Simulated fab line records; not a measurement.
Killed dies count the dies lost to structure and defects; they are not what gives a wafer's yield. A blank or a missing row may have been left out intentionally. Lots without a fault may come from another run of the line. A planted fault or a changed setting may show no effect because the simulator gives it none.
A lot that was struck, set against a sound lot || flow sky130 || 16 steps out of a route of 708
Sound: the wafers L853.2, L853.5, L853.6. Struck: wafer L873.5 (left out: L873.3, L873.6 of the same lot, which were not struck); the cause appears at the end.
For every step that has rows: the tool of each side, followed by ch and its chambers, followed by its first start. Under that, the readings that differ: sound wafers || struck wafers || difference of the means || sigmas: that difference in standard deviations of wafers without a fault.
alike: readings with means less than 2 such deviations apart, plus words and numbers identical on both sides. not compared: withheld readings, readings lacking a value on some wafer, bounds such as >300 that could conceal the same value, and numbers that have no deviation in the record and whose values overlap.
Wherever a step has rows on one side only, a row that says differs or no value, or a row with sigmas, the two part there. Numbers that don't overlap but have no deviation are shown without sigmas and don't part them. Lack of a reading on every wafer of one side parts them only where that side has two or more wafers.

first, 3 steps without rows for these wafers: SKY_METAL1_EXPOSE_12 (exposes mask MM1, target cd 140 nm); SKY_METAL1_PEB_13; SKY_METAL1_DEVELOP_14 (develop time 60 s).
SKY_METAL1_CD_MEAS_15 targets a cd of 140 nm.
  sound: cd sem-01 at day 32 04:47; struck: cd sem-02 at day 39 19:11
  alike: cd nm
SKY_METAL1_OVL_MEAS_16:
  sound: overlay-01 at day 32 04:53; struck: overlay-02 at day 39 19:16
  alike: METAL1_OVL
SKY_METAL1_DESCUM_17: chemistry O2, time 8 s.
  sound on rie metal-04 ch 0, day 32 04:56; struck on rie metal-04 ch 0, day 39 19:19
  alike: drypump motor current A, oes product au
  not compared: rf hours counter h
SKY_METAL1_ETCH_18: etches BARC in N2/H2, stops on SiO2, time 45.9 s, target depth 60 nm.
  sound on rie metal-04 ch 0, day 32 05:01; struck on rie metal-04 ch 0, day 39 19:21
  alike: drypump motor current A, oes product au, throttle valve pct
  not compared: rf hours counter h
SKY_METAL1_METAL_ETCH_19: etches the open film in Cl2/BCl3, stops on SiO2, target depth 360 nm, time 78 s.
  sound on rie metal-04 ch 0, day 32 05:08; struck on rie metal-04 ch 0, day 39 19:25
{"reading": "oes product au (a.u.)", "sound": "0.861 0.865 0.859", "struck": 0.850, "difference": -0.012, "sigmas": -2}
  alike: drypump motor current A, throttle valve pct
  not compared: rf hours counter h
SKY_METAL1_STRIP_20: strips in O2/N2.
  sound on plasma asher-02 ch 0,1, day 32 05:17; struck on plasma asher-03 ch 1, day 39 19:31
  alike: drypump motor current A, oes product au, strip time to endpoint s
  not compared: rf hours counter h
then, 3 steps without rows for these wafers: SKY_METAL1_STRIP_21 (strips in post etch residue remover, time 1200 s); SKY_METAL1_CLEAN_22 (cleans in IPA, time 180 s); SKY_METAL1_CLEAN_23 (cleans in O3/DIW).
SKY_VIA1_HDPCVD_00: deposits SiO2, target thk 1030 nm, time 171.7 s.
  sound on hdpcvd-01 ch 0,1, day 32 05:53; struck on hdpcvd-01 ch 0, day 39 20:10
{"reading": "sih4 flow sccm (sccm)", "sound": "60.13 60.22 60.34", "struck": 29.63, "difference": -30.60, "sigmas": "-99 or more"}
{"reading": "model.SiO2_of_VIA1_HDPCVD_00.thk nm (nm)", "sound": "1027 1038 1031", "struck": 519.3, "difference": -512.7, "sigmas": ""}
SKY_VIA1_THK_MEAS_01:
  sound: film metro-04 at day 32 06:01; struck: film metro-01 at day 39 20:19
{"reading": "VIA1_HDPCVD_THK (nm)", "sound": "1027 1037 1031", "struck": 519, "difference": -513, "sigmas": -51}
SKY_VIA1_CMP_02: polishes SiO2.
  sound on cmp-02 ch 1,2, day 32 06:07; struck on cmp-02 ch 0, day 39 20:24
  alike: motor current A, platen rpm, retaining ring pressure frac, slurry filter dp kPa
-- the record jumps here: 11 days lie between the struck wafers' starts before and after (it left off in module VIA1 and takes up again in module PAD_OPEN, whose first step shown is number 708 of the route) --
SKY_PAD_OPEN_PROBE_99:
  sound: prober-01 at day 45 08:01; struck: prober-02 at day 50 20:56
{"reading": "killed at other", "sound": "3 0 1", "struck": 0, "difference": -1, "sigmas": -2}
{"reading": "model.etest.tester.sort n pass", "sound": "394 407 401", "struck": 265, "difference": -136, "sigmas": ""}
{"reading": "model.etest.tester.sort yield pct (%)", "sound": "80.08 82.72 81.5", "struck": 53.86, "difference": -27.57, "sigmas": ""}
{"reading": "model.etest.tester.sort_bin_3_pct (%)", "sound": "1.016 0.6098 0.6098", "struck": 29.67, "difference": "+28.92", "sigmas": ""}
{"reading": "model.etest.met2 comb.leak log10 a um", "sound": "-11.92 -11.76 -12.1", "struck": -7.273, "difference": "+4.654", "sigmas": ""}
{"reading": "model.etest.tester.sort_bin_8_pct (%)", "sound": "0 0 0", "struck": 4.99e-08, "difference": "+4.99e-08", "sigmas": ""}
  alike: defect limited yield, killed_at_M0_to_M3, killed_at_M4_up, killed at contacts, killed at front end, killed dies, killed open, killed short

== WHERE THEY PART ==
At SKY_METAL1_METAL_ETCH_19 first; at SKY_PAD_OPEN_PROBE_99 last (within this record only).

WHY: the cause the simulator had injected
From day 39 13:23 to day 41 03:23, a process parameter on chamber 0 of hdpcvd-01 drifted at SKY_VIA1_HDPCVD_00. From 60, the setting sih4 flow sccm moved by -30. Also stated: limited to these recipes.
